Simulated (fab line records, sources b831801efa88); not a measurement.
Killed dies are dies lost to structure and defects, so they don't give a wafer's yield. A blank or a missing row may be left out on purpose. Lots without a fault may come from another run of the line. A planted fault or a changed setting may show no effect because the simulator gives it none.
Which tool did it? | flow gf180mcu | 12 lots, 36 wafers sampled, at 2 steps of a route of 602

WHAT THE GAUGES READ, wafer by wafer
GF_V5_OVL_MEAS_15.
lot  | measured     | on         | V5_OVL (nm)
L673 | day 27 03:01 | overlay-01 | 5 5 8
L674 | day 27 12:44 | overlay-02 | 3 5 -4
L675 | day 27 20:43 | overlay-02 | -1 3 8
L676 | day 28 08:19 | overlay-01 | -11 -5 -11
L677 | day 28 14:02 | overlay-02 | -2 -3 6
L679 | day 29 02:28 | overlay-01 | -10 -2 -2
L682 | day 29 23:43 | overlay-01 | 1 -9 0
L686 | day 31 03:46 | overlay-01 | 3 1 1
L687 | day 31 10:19 | overlay-02 | -3 3 6
L689 | day 31 23:13 | overlay-02 | 9 6 2
L695 | day 33 07:44 | overlay-02 | 11 10 7
L696 | day 33 13:40 | overlay-02 | -1 7 1

WHICH TOOL RAN EACH LOT (tool, then ch and the chambers of the sampled wafers, then the start)
lot  | GF_MIM_SPUTTER_00
L673 | pvd_sputter-01, day 24 08:31
L674 | pvd_sputter-01, day 24 19:25
L675 | pvd_sputter-02, day 25 04:29
L676 | pvd_sputter-02, day 25 17:21
L677 | pvd_sputter-02, day 26 00:16
L679 | pvd_sputter-03, day 26 12:54
L682 | pvd_sputter-01, day 27 11:52
L686 | pvd_sputter-02, day 28 17:08
L687 | pvd_sputter-02, day 29 00:16
L689 | pvd_sputter-03, day 29 15:43
L695 | pvd_sputter-03, day 31 03:17
L696 | pvd_sputter-01, day 31 10:22
- GF_MIM_SPUTTER_00: material Ti, target thk 37.5 nm, time 150 s.

WHAT THE TOOLS THEMSELVES READ (means of the sampled wafers that have a number; where no wafer has one, the mark that the record gives instead)
GF_MIM_SPUTTER_00.
lot  | tool           | throttle_valve_pct (%)
L673 | pvd_sputter-01 | 29.2
L674 | pvd_sputter-01 | 30.3
L675 | pvd_sputter-02 | 28.9
L676 | pvd_sputter-02 | 28.2
L677 | pvd_sputter-02 | 28.8
L679 | pvd_sputter-03 | 29.6
L682 | pvd_sputter-01 | 29.6
L686 | pvd_sputter-02 | 28.8
L687 | pvd_sputter-02 | 28.3
L689 | pvd_sputter-03 | 29.1
L695 | pvd_sputter-03 | 29.8
L696 | pvd_sputter-01 | 29.6

THE ANSWER, worked out from the rows above alone
Rule: what is usual is taken from the lots themselves. Put in order of their means at a reading, lots are off if they are a third of the lots or fewer, leave a main group of 4 or more, and stand apart from it by a gap of 3 or more times the standard deviation of the main group's means; of several such gaps the widest counts. A main group whose means are all the same, to the digits that the tables above print for the reading, isn't used. A lot without any number at a reading at which 4 lots or more have one is off too. The other lots that the step has rows for count as sound. The gauges are gone through in route order, then the tools' own readings, and for those a lot's mean is taken as printed above. The first step at which some lot is off is used, and at that step the reading that is off furthest; a lot without a number counts as furthest.
No lot is off at any reading shown: from this, nothing can be told.

WHAT THE SIMULATOR HAD PUT IN
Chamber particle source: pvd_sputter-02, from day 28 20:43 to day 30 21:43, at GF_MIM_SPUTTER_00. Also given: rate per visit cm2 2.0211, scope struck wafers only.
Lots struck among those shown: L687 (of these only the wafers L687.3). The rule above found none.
